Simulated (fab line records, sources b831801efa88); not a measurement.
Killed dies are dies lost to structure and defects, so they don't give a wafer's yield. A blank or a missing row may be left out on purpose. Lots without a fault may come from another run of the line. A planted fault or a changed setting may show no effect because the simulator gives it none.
Which tool did it? | flow sky130 | 12 lots, 36 wafers sampled, at 4 steps of a route of 708

WHAT THE GAUGES READ, wafer by wafer
SKY_CONTACT_THK_MEAS_26: measures by xrf. Usual: CONTACT_W_THK 343 nm, standard deviation 3.9.
lot  | measured     | on            | CONTACT_W_THK (nm) | flag
L862 | day 31 18:01 | film_metro-04 | 337 341 344        |
L863 | day 32 02:25 | film_metro-01 | 346 345 350        |
L866 | day 33 07:58 | film_metro-01 | 341 339 338        |
L867 | day 33 09:16 | film_metro-03 | 346 343 339        |
L878 | day 37 04:14 | film_metro-01 | 338 346 340        |
L879 | day 37 07:09 | film_metro-01 | 344 341 346        |
L881 | day 38 03:08 | film_metro-03 | 345 346 344        |
L882 | day 38 05:57 | film_metro-03 | 349 343 350        |
L884 | day 38 18:00 | film_metro-01 | 351 347 347        |

WHICH TOOL RAN EACH LOT (tool, then ch and the chambers of the sampled wafers, then the start)
lot  | SKY_LI_CONTACT_ETCH_14             | SKY_LI_CONTACT_SPUTTER_19    | SKY_LI_CONTACT_CMP_24
L862 | rie_diel-02 ch 1,2,3, day 29 06:33 | pvd_sputter-03, day 29 06:58 | cmp-01 ch 0,1,3, day 29 07:28
L863 | rie_diel-02 ch 0,2,3, day 29 14:40 | pvd_sputter-03, day 29 15:05 | cmp-02 ch 0,1,2, day 29 15:41
L866 | rie_diel-01 ch 0,2,3, day 30 20:18 | pvd_sputter-01, day 30 20:43 | cmp-02 ch 0,1,2, day 30 21:10
L867 | rie_diel-04 ch 0,1, day 30 22:21   | pvd_sputter-02, day 30 22:47 | cmp-01 ch 0,1,3, day 30 23:20
L868 | rie_diel-02 ch 0,2, day 31 14:27   | pvd_sputter-02, day 31 14:53 | cmp-01 ch 0,1,2, day 31 15:23
L869 | rie_diel-04 ch 1,3, day 32 03:55   | pvd_sputter-02, day 32 04:20 | cmp-01 ch 0,1, day 32 04:47
L870 | rie_diel-04 ch 2,3, day 32 08:51   | pvd_sputter-01, day 32 09:16 | cmp-01 ch 0,1, day 32 09:43
L878 | rie_diel-02 ch 0,1,3, day 34 19:59 | pvd_sputter-01, day 34 20:25 | cmp-01 ch 0,1,2, day 34 20:52
L879 | rie_diel-01 ch 0,2,3, day 34 22:18 | pvd_sputter-02, day 34 22:44 | cmp-02 ch 0,1,2, day 34 23:11
L881 | rie_diel-04 ch 0,2, day 35 18:01   | pvd_sputter-01, day 35 18:26 | cmp-02 ch 0,1, day 35 18:53
L882 | rie_diel-02 ch 0,1,2, day 35 22:31 | pvd_sputter-02, day 35 22:56 | cmp-02 ch 0,2,3, day 35 23:29
L884 | rie_diel-04 ch 0,3, day 36 10:37   | pvd_sputter-02, day 36 11:04 | cmp-02 ch 1,3, day 36 11:30
- SKY_LI_CONTACT_ETCH_14: etches BARC in N2/H2, stops on SiO2, time 45.9 s, target depth 60 nm.
- SKY_LI_CONTACT_SPUTTER_19: material Ti, target thk 20 nm, time 106.37 s.
- SKY_LI_CONTACT_CMP_24: polishes, stops on PSG, t overpolish 20 s, target thk 0 nm.

WHAT THE TOOLS THEMSELVES READ (means of the sampled wafers that have a number; where no wafer has one, the mark that the record gives instead)
SKY_LI_CONTACT_ETCH_14. Usual: drypump_motor_current_A 5.5 A, standard deviation 0.35; oes_product_au 0.855 a.u., standard deviation 0.0045; throttle_valve_pct 13.225 %, standard deviation 0.0094.
lot  | tool        | drypump_motor_current_A (A) | oes_product_au (a.u.) | throttle_valve_pct (%) | flag
L862 | rie_diel-02 | 5.8                         | 0.856                 | 13.228                 |
L863 | rie_diel-02 | 5.5                         | 0.855                 | 13.222                 |
L866 | rie_diel-01 | 5.2                         | 0.858                 | 13.221                 |
L867 | rie_diel-04 | 5.7                         | 0.856                 | 13.225                 |
L868 | rie_diel-02 | 5.4                         | 0.855                 | 13.226                 |
L869 | rie_diel-04 | 5.5                         | 0.853                 | 13.227                 |
L870 | rie_diel-04 | 5.2                         | 0.853                 | 13.223                 |
L878 | rie_diel-02 | 5.7                         | 0.853                 | 13.231                 |
L879 | rie_diel-01 | 5.2                         | 0.856                 | 13.228                 |
L881 | rie_diel-04 | 5.5                         | 0.847                 | 13.217                 |
L882 | rie_diel-02 | 5.6                         | 0.854                 | 13.219                 |
L884 | rie_diel-04 | 5.5                         | 0.859                 | 13.225                 |

SKY_LI_CONTACT_SPUTTER_19. Usual: cathode_dc_power_W 2500.0 W, standard deviation 0.42; chamber_pressure_pa 5.001 Pa, standard deviation 0.0098; throttle_valve_pct 30.5 %, standard deviation 0.97.
lot  | tool           | cathode_dc_power_W (W) | chamber_pressure_pa (Pa) | throttle_valve_pct (%) | flag
L862 | pvd_sputter-03 | 2499.9                 | 5.000                    | 30.5                   |
L863 | pvd_sputter-03 | 2499.8                 | 5.007                    | 30.6                   |
L866 | pvd_sputter-01 | 2499.6                 | 5.006                    | 30.3                   |
L867 | pvd_sputter-02 | 2500.0                 | 5.009                    | 31.1                   |
L868 | pvd_sputter-02 | -                      | -                        | -                      | OFF
L869 | pvd_sputter-02 | -                      | -                        | -                      | OFF
L870 | pvd_sputter-01 | -                      | -                        | -                      | OFF
L878 | pvd_sputter-01 | 2499.8                 | 5.007                    | 30.2                   |
L879 | pvd_sputter-02 | 2500.4                 | 5.002                    | 30.3                   |
L881 | pvd_sputter-01 | 2500.1                 | 5.004                    | 30.0                   |
L882 | pvd_sputter-02 | 2500.4                 | 4.994                    | 30.0                   |
L884 | pvd_sputter-02 | 2500.1                 | 4.993                    | 31.3                   |

SKY_LI_CONTACT_CMP_24. Usual: edge_zone_pressure_frac 0.999, standard deviation 0.0052; head_pressure_psi 3.499 psi, standard deviation 0.0067; motor_current_A 11.2 A, standard deviation 0.73; platen_rpm 60.00 rpm, standard deviation 0.039; slurry_filter_dp_kPa 13.50 kPa, standard deviation 0.15.
lot  | tool   | edge_zone_pressure_frac | head_pressure_psi (psi) | motor_current_A (A) | platen_rpm (rpm) | slurry_filter_dp_kPa (kPa) | flag
L862 | cmp-01 | 1.001                   | 3.497                   | 11.4                | 59.99            | 13.44                      |
L863 | cmp-02 | 1.004                   | 3.496                   | 10.6                | 59.99            | 13.58                      |
L866 | cmp-02 | 0.997                   | 3.507                   | 10.6                | 59.98            | 13.51                      |
L867 | cmp-01 | 0.998                   | 3.497                   | 11.5                | 59.98            | 13.43                      |
L868 | cmp-01 | 0.998                   | 3.500                   | 11.3                | 59.99            | 13.50                      |
L869 | cmp-01 | 1.000                   | 3.497                   | 11.5                | 59.98            | 13.40                      |
L870 | cmp-01 | 1.000                   | 3.497                   | 10.8                | 59.99            | 13.35                      |
L878 | cmp-01 | 0.998                   | 3.493                   | 11.1                | 59.99            | 13.42                      |
L879 | cmp-02 | 1.000                   | 3.498                   | 10.9                | 60.03            | 13.47                      |
L881 | cmp-02 | 1.003                   | 3.503                   | 11.2                | 59.99            | 13.47                      |
L882 | cmp-02 | 1.000                   | 3.494                   | 10.7                | 59.96            | 13.41                      |
L884 | cmp-02 | 1.001                   | 3.496                   | 11.2                | 60.01            | 13.59                      |

THE ANSWER, worked out from the rows above alone
Rule: a lot is off if the mean of its wafers that have a number lies more than 3 standard deviations from the usual mean. A lot without any number at a reading at which 4 lots or more have one is off too. The other lots that the step has rows for count as sound. The gauges are gone through in route order, then the tools' own readings, and for those a lot's mean is taken as printed above. The first step at which some lot is off is used, and at that step the reading that is off furthest; a lot without a number counts as furthest.
Off: L868, L869, L870, at SKY_LI_CONTACT_SPUTTER_19 (cathode_dc_power_W). Without a number there: L868, L869, L870.
A tool fits if, at that step or a process step before it, it ran every lot that is off, and no sound lot after the first of them. None of those tried fits.

WHAT THE SIMULATOR HAD PUT IN
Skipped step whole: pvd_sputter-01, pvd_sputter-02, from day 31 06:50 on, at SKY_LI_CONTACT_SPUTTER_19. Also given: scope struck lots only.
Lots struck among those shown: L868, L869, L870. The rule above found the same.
